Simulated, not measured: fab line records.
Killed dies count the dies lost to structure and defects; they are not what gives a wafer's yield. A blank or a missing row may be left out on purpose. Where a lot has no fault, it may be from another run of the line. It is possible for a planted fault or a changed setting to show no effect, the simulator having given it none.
Comparing a struck lot with a sound one ; flow gf180mcu ; 35 out of 602 route steps
Sound: wafers L677.1, L677.2, L677.4. Struck: wafers L667.1, L667.4, L667.5. The cause comes at the end.
Each step with rows lists, per side, the tool, then ch with its chambers, then its first start. Under that, the readings that differ: sound wafers ; struck wafers ; difference of the means ; sigmas: that difference in standard deviations of wafers without a fault.
alike: readings with means less than 2 such deviations apart, plus words and numbers identical on both sides. not compared: withheld readings, readings lacking a value on some wafer, bounds such as >300 that could conceal the same value, and numbers that have no deviation in the record and whose values overlap.
The two part at a step that has a row with sigmas, a row that says differs or no value, or rows on one side only. Non-overlapping numbers with no deviation appear without sigmas and do not part them. Lack of a reading on every wafer of one side parts them only where that side has two or more wafers.

first, 1 step without rows for these wafers: GF_POLY_GATE_DEVELOP_09 (develop time 60 s).
GF_POLY_GATE_CD_MEAS_10 targets a cd of 280 nm.
  sound on cdSem-02 at day 15 00:25; struck on cdSem-01 at day 11 19:24
  alike: cdNm
GF_POLY_GATE_OVL_MEAS_11:
  sound on overlay-02 at day 15 00:32; struck on overlay-02 at day 11 19:31
  alike: POLY_GATE_OVL
GF_POLY_GATE_ETCH_12: etches BARC in N2/H2.
  sound on rieDiel-02 ch 0,2,3, day 15 00:34; struck on rieDiel-02 ch 0,2,3, day 11 19:34
  alike: drypumpMotorCurrentA, n2FlowSccm, oesProductAu, throttleValvePct
GF_POLY_GATE_ETCH_13: etches poly-Si in HBr/Cl2, stops on SiO2, target depth 198.5 nm, time 69.6 s.
  sound on rieSi-02 ch 0,2,3, day 15 00:37; struck on rieSi-01 ch 2,3, day 11 19:37
  alike: drypumpMotorCurrentA, mfcCl2Sccm, oesProductAu, throttleValvePct
  not compared: rfHoursCounterH
GF_POLY_GATE_STRIP_14: strips in O2/N2.
  sound on plasmaAsher-03 ch 0,1, day 15 00:41; struck on plasmaAsher-02 ch 0,1, day 11 19:40
  alike: drypumpMotorCurrentA, heaterPowerW, n2FlowSccm, oesProductAu
  not compared: rfHoursCounterH
then, 2 steps without rows for these wafers: GF_POLY_GATE_CLEAN_15 (cleans in SC1/SC2, time 150 s); GF_POLY_GATE_OXIDATION_16 (stabilise 600 s, purge 300 s, target thk 4 nm).
GF_POLY_GATE_THK_MEAS_17:
  sound on filmMetro-04 at day 15 02:07; struck on filmMetro-03 at day 11 21:04
  alike: POLY_GATE_OXIDATION_THK
GF_POLY_GATE_CD_MEAS_18:
  sound on cdSem-02 at day 15 02:10; struck on cdSem-01 at day 11 21:08
  alike: cdNm
then, 2 steps without rows for these wafers: GF_HV_LDD_DEHYDRATE_00 (time 60 s); GF_HV_LDD_HMDS_01 (prime time 60 s).
GF_HV_LDD_COAT_02: resist thk 1000 nm.
  sound on lithoTrack-03 ch 0, day 15 12:40; struck on lithoTrack-03, day 12 06:49
  no value came back on the struck wafers for chillPlateTempC (C), dispensePressureKPa (kPa); on the sound wafers chillPlateTempC (C) reads 22.98 22.89 22.96
then, 4 steps without rows for these wafers: GF_HV_LDD_SOFTBAKE_03 (time 60 s); GF_HV_LDD_EXPOSE_04 (exposes mask Nplus LV AREA, target cd 400 nm); GF_HV_LDD_PEB_05; GF_HV_LDD_DEVELOP_06 (develop time 60 s).
GF_HV_LDD_CD_MEAS_07 targets a cd of 400 nm.
  sound on cdSem-02 at day 15 23:43; struck on cdSem-01 at day 12 17:00
reading;sound;struck;difference;sigmas
cdNm (nm);403.4 402.5 405.1;- - -;no value on the struck wafers;
GF_HV_LDD_OVL_MEAS_08:
  sound on overlay-01 at day 15 23:50; struck on overlay-02 at day 12 17:07
reading;sound;struck;difference;sigmas
HV_LDD_OVL (nm);0.0 0.5 0.4;- - -;no value on the struck wafers;
following that, these wafers have no rows for 1 step: GF_HV_LDD_IMPLANT_09.
GF_HV_LDD_STRIP_10: strips in O2/N2.
  sound on plasmaAsher-04 ch 0,1, day 16 00:02; struck on plasmaAsher-04 ch 0,1, day 12 17:19
  no value came back on the struck wafers for oesProductAu (a.u.), stripTimeToEndpointS (s); on the sound wafers oesProductAu (a.u.) reads 0.724 0.724 0.718
  alike: drypumpMotorCurrentA, heaterPowerW, n2FlowSccm
  not compared: rfHoursCounterH
GF_HV_LDD_TW_MEAS_11:
  sound on filmMetro-03 at day 16 00:08; struck on filmMetro-01 at day 12 17:25
reading;sound;struck;difference;sigmas
HV_LDD_TW;2460 2462 2453;2388 2389 2383;-72;-2
then, 7 steps without rows for these wafers: GF_HV_LDD_DEHYDRATE_12 (time 60 s); GF_HV_LDD_HMDS_13 (prime time 60 s); GF_HV_LDD_COAT_14 (resist thk 1000 nm); GF_HV_LDD_SOFTBAKE_15 (time 60 s); GF_HV_LDD_EXPOSE_16 (exposes mask Pplus LV AREA, target cd 400 nm); GF_HV_LDD_PEB_17; GF_HV_LDD_DEVELOP_18 (develop time 60 s).
GF_HV_LDD_CD_MEAS_19 targets a cd of 400 nm.
  sound on cdSem-01 at day 16 22:33; struck on cdSem-01 at day 13 12:33
  alike: cdNm
GF_HV_LDD_OVL_MEAS_20:
  sound on overlay-02 at day 16 22:40; struck on overlay-02 at day 13 12:40
  alike: HV_LDD_01_OVL
following that, these wafers have no rows for 1 step: GF_HV_LDD_IMPLANT_21.
GF_HV_LDD_STRIP_22: strips in O2/N2.
  sound on plasmaAsher-04 ch 0,1, day 16 22:51; struck on plasmaAsher-02 ch 0,1, day 13 12:52
  alike: drypumpMotorCurrentA, heaterPowerW, n2FlowSccm, oesProductAu, stripTimeToEndpointS
  not compared: rfHoursCounterH
GF_HV_LDD_TW_MEAS_23:
  sound on filmMetro-03 at day 16 22:57; struck on filmMetro-01 at day 13 13:13
reading;sound;struck;difference;sigmas
HV_LDD_2_TW;1078 1079 1072;2411 2426 2421;+1343;+84
  not compared: hold
GF_PASSIVATION_PROBE_99:
  the record has rows for the sound wafers here (prober-01, day 34 05:42) and none for the struck ones

## WHERE THEY PART
Last at GF_PASSIVATION_PROBE_99 as far as this record goes, first at GF_HV_LDD_COAT_02.

WHY: what had been put in by the simulator
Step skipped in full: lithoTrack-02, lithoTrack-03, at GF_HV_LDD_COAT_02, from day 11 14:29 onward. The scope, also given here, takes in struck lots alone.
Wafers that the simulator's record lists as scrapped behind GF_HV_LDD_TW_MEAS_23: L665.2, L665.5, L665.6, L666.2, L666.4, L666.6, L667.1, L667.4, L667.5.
